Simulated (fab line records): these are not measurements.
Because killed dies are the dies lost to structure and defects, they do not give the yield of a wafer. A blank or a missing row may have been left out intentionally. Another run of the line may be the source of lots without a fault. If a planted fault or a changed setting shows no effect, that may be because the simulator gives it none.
Check of tool commonality :: flow gf180mcu :: 30 wafers sampled across 10 lots

== REASON IT WAS OPENED ==
Of 10 lots, 2 have the reading V1_W_RS flagged at GF_V1_RS_MEAS_24. Wafers without a fault read 0.332 ohm/sq, standard deviation 0.0035.
Rule: a lot gets a flag if all its wafers with a number sit over 4 standard deviations from that mean, or if no wafer of it has a number. The other lots count as sound.

lot: L932
measured: day 18 04:32
on: filmMetro-01
V1_W_RS (ohm/sq), wafer by wafer: 0.331 0.334 0.332
flag: 

lot: L933
measured: day 19 01:19
on: filmMetro-02
V1_W_RS (ohm/sq), wafer by wafer: 0.332 0.333 0.332
flag: 

lot: L934
measured: day 19 09:10
on: filmMetro-01
V1_W_RS (ohm/sq), wafer by wafer: 0.332 0.332 0.333
flag: 

lot: L935
measured: day 19 19:15
on: filmMetro-01
V1_W_RS (ohm/sq), wafer by wafer: 0.336 0.327 0.331
flag: 

lot: L936
measured: day 20 06:11
on: filmMetro-02
V1_W_RS (ohm/sq), wafer by wafer: 0.334 0.335 0.332
flag: 

lot: L938
measured: day 21 04:26
on: filmMetro-01
V1_W_RS (ohm/sq), wafer by wafer: 0.334 0.327 0.330
flag: 

lot: L944
measured: day 22 22:01
on: filmMetro-01
V1_W_RS (ohm/sq), wafer by wafer: 0.448 0.440 0.440
flag: FLAGGED

lot: L945
measured: day 23 09:31
on: filmMetro-01
V1_W_RS (ohm/sq), wafer by wafer: 0.449 0.439 0.448
flag: FLAGGED

lot: L951
measured: day 25 05:38
on: filmMetro-04
V1_W_RS (ohm/sq), wafer by wafer: 0.327 0.321 0.330
flag: 

lot: L955
measured: day 26 10:31
on: filmMetro-04
V1_W_RS (ohm/sq), wafer by wafer: 0.332 0.329 0.328
flag: 
The numbers of the flagged lots are 0.444 ohm/sq on average: +0.112 ohm/sq against the usual, or +32 standard deviations.

== LOT BY LOT: THE TOOL USED ==
The record holds 3 process steps before the reading, out of a route of 602 steps. Every cell lists first the tool, next ch and the chambers used by the sampled wafers, and last the start.
lot: L932
flag: 
GF_M1_STRIP_17: plasmaAsher-04 ch 0,1, day 17 03:08
GF_V1_ETCH_16: rieDiel-03 ch 0,3, day 18 03:37
GF_V1_CVD_23: cvdW-02 ch 0,1, day 18 04:25

lot: L933
flag: 
GF_M1_STRIP_17: plasmaAsher-02 ch 0,1, day 17 23:32
GF_V1_ETCH_16: rieDiel-03 ch 1,2,3, day 19 00:22
GF_V1_CVD_23: cvdW-01 ch 0,1, day 19 01:12

lot: L934
flag: 
GF_M1_STRIP_17: plasmaAsher-03 ch 0,1, day 18 06:21
GF_V1_ETCH_16: rieDiel-03 ch 1,3, day 19 08:16
GF_V1_CVD_23: cvdW-02 ch 0,1, day 19 09:02

lot: L935
flag: 
GF_M1_STRIP_17: plasmaAsher-04 ch 0, day 18 13:07
GF_V1_ETCH_16: rieDiel-03 ch 2,3, day 19 18:13
GF_V1_CVD_23: cvdW-01 ch 1, day 19 19:07

lot: L936
flag: 
GF_M1_STRIP_17: plasmaAsher-03 ch 0,1, day 19 03:14
GF_V1_ETCH_16: rieDiel-01 ch 0,1,3, day 20 05:10
GF_V1_CVD_23: cvdW-02 ch 0,1, day 20 06:04

lot: L938
flag: 
GF_M1_STRIP_17: plasmaAsher-03 ch 1, day 20 01:56
GF_V1_ETCH_16: rieDiel-03 ch 0,2,3, day 21 03:29
GF_V1_CVD_23: cvdW-01 ch 0,1, day 21 04:18

lot: L944
flag: FLAGGED
GF_M1_STRIP_17: plasmaAsher-02 ch 0,1, day 21 20:24
GF_V1_ETCH_16: rieDiel-04 ch 1,2, day 22 21:04
GF_V1_CVD_23: cvdW-02 ch 0,1, day 22 21:52

lot: L945
flag: FLAGGED
GF_M1_STRIP_17: plasmaAsher-04 ch 0,1, day 22 08:04
GF_V1_ETCH_16: rieDiel-03 ch 0,1, day 23 08:36
GF_V1_CVD_23: cvdW-02 ch 0, day 23 09:23

lot: L951
flag: 
GF_M1_STRIP_17: plasmaAsher-04 ch 0,1, day 24 04:45
GF_V1_ETCH_16: rieDiel-03 ch 0,2, day 25 04:44
GF_V1_CVD_23: cvdW-01 ch 0,1, day 25 05:32

lot: L955
flag: 
GF_M1_STRIP_17: plasmaAsher-02 ch 0,1, day 25 11:48
GF_V1_ETCH_16: rieDiel-04 ch 0,2,3, day 26 09:38
GF_V1_CVD_23: cvdW-01 ch 0,1, day 26 10:23
What is done by these steps:
- GF_M1_STRIP_17: strips in O2/N2.
- GF_V1_ETCH_16: etches BARC in N2/H2.
- GF_V1_CVD_23: deposits W, target thk 350 nm, time 105.05 s.
- GF_V1_RS_MEAS_24: measures by four-point-probe.

== FLAGGED AGAINST TOTAL, ONE TOOL AT A TIME (gauges that did the reading follow at the end) ==
step: GF_M1_STRIP_17
tool: plasmaAsher-02
lots run: 3
flagged: 1
share of the flagged lots: some
sound lots run after its first flagged lot: 1 (L955)

step: GF_M1_STRIP_17
tool: plasmaAsher-03
lots run: 3
flagged: 0
share of the flagged lots: none
sound lots run after its first flagged lot: -

step: GF_M1_STRIP_17
tool: plasmaAsher-04
lots run: 4
flagged: 1
share of the flagged lots: some
sound lots run after its first flagged lot: 1 (L951)

step: GF_V1_ETCH_16
tool: rieDiel-01
lots run: 1
flagged: 0
share of the flagged lots: none
sound lots run after its first flagged lot: -

step: GF_V1_ETCH_16
tool: rieDiel-03
lots run: 7
flagged: 1
share of the flagged lots: some
sound lots run after its first flagged lot: 1 (L951)

step: GF_V1_ETCH_16
tool: rieDiel-04
lots run: 2
flagged: 1
share of the flagged lots: some
sound lots run after its first flagged lot: 1 (L955)

step: GF_V1_CVD_23
tool: cvdW-01
lots run: 5
flagged: 0
share of the flagged lots: none
sound lots run after its first flagged lot: -

step: GF_V1_CVD_23
tool: cvdW-02
lots run: 5
flagged: 2
share of the flagged lots: all
sound lots run after its first flagged lot: 0

step: GF_V1_RS_MEAS_24
tool: filmMetro-01
lots run: 6
flagged: 2
share of the flagged lots: all
sound lots run after its first flagged lot: 0

step: GF_V1_RS_MEAS_24
tool: filmMetro-02
lots run: 2
flagged: 0
share of the flagged lots: none
sound lots run after its first flagged lot: -

step: GF_V1_RS_MEAS_24
tool: filmMetro-04
lots run: 2
flagged: 0
share of the flagged lots: none
sound lots run after its first flagged lot: -

== WHAT THE TABLE ALLOWS ==
Every flagged lot went through 2 rows of the table: cvdW-02 at GF_V1_CVD_23 and filmMetro-01 at GF_V1_RS_MEAS_24.
- cvdW-02 at GF_V1_CVD_23 ran 5 lots, 2 of them flagged. A fault beginning between L936 (day 20 06:04), its last sound lot, and L944 (day 22 21:52), its first flagged one, fits the data.
- filmMetro-01 at GF_V1_RS_MEAS_24 ran 6 lots, 2 of them flagged. A fault beginning between L938 (day 21 04:26), its last sound lot, and L944 (day 22 22:01), its first flagged one, fits the data.
Counting lots can't tell these 2 tools apart, because each fits a fault that began at some hour. More lots, or a look at what each step does to the wafer, might.

== WHAT THE SIMULATOR PUT IN ==
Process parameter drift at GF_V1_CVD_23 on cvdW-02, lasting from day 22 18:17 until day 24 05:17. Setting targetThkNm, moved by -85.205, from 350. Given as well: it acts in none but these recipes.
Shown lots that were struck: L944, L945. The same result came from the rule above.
